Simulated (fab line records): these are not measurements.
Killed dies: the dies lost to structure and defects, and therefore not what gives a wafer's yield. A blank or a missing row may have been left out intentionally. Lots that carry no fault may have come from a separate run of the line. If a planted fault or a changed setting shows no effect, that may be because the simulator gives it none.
Chamber matching | flow sky130 | SKY_VIA4_CMP_02 on cmp-01 has 4 sister chambers
The step polishes SiO2. 24 wafers are shown with their chamber, then 12 later ones without.

## WAFERS WITH THEIR CHAMBER
wafer  | chamber | motor-current-A (A)
L078.1 | 2       | 12.6
L078.4 | 0       | 13.7
L078.6 | 3       | 10.8
L081.1 | 1       | 15.9
L081.2 | 0       | 13.6
L081.3 | 2       | 12.6
L083.4 | 1       | 14.8
L083.5 | 1       | 15.0
L083.6 | 0       | 13.9
L086.1 | 3       | 10.7
L086.2 | 1       | 15.4
L086.5 | 3       | 10.8
L085.3 | 0       | 13.7
L085.4 | 3       | 10.2
L085.5 | 0       | 14.2
L088.3 | 0       | 13.5
L088.5 | 1       | 15.6
L088.6 | 2       | 12.5
L089.1 | 1       | 15.5
L089.2 | 2       | 12.1
L089.4 | 0       | 13.5
L092.2 | 0       | 13.0
L092.4 | 2       | 12.6
L092.6 | 2       | 12.5

SIGNATURES, as means of the wafers listed above
reading         | chamber 0 | chamber 1 | chamber 2 | chamber 3 | scatter within a chamber
motor-current-A | 13.637    | 15.367    | 12.483    | 10.625    | 0.323
Rule: a wafer lies at a distance from a chamber equal to the root of the sum of squares, over the readings, of (its reading less the chamber's mean, divided by the reading's scatter). If the next closest chamber is less than 2 further off than the closest, the wafer can't be placed; otherwise it belongs to the closest. The scatter is the square root of a quotient: the sum, over the shown wafers, of each reading's squared deviation from its chamber's mean, divided by wafers minus chambers.

## WAFERS WITH NO CHAMBER GIVEN
wafer  | motor-current-A (A)
L094.1 | 13.4
L094.3 | 12.6
L094.5 | 16.2
L095.3 | 13.8
L095.4 | 15.3
L095.5 | 16.1
L096.2 | 13.0
L096.3 | 13.5
L096.4 | 15.1
L097.1 | 11.2
L097.3 | 12.7
L097.4 | 15.7

## WHICH CHAMBER EACH WENT THROUGH
wafer  | from the rows above     | in truth
L094.1 | 0                       | 0
L094.3 | 2                       | 2
L094.5 | 1                       | 1
L095.3 | 0                       | 0
L095.4 | 1                       | 1
L095.5 | 1                       | 1
L096.2 | can't be placed: 2 or 0 | 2
L096.3 | 0                       | 0
L096.4 | 1                       | 1
L097.1 | 3                       | 3
L097.3 | 2                       | 2
L097.4 | 1                       | 1
Correctly placed: 11 of 12. From these rows, 1 cannot be placed; in 1 the true chamber is one of the candidates. Number placed wrongly: 0.
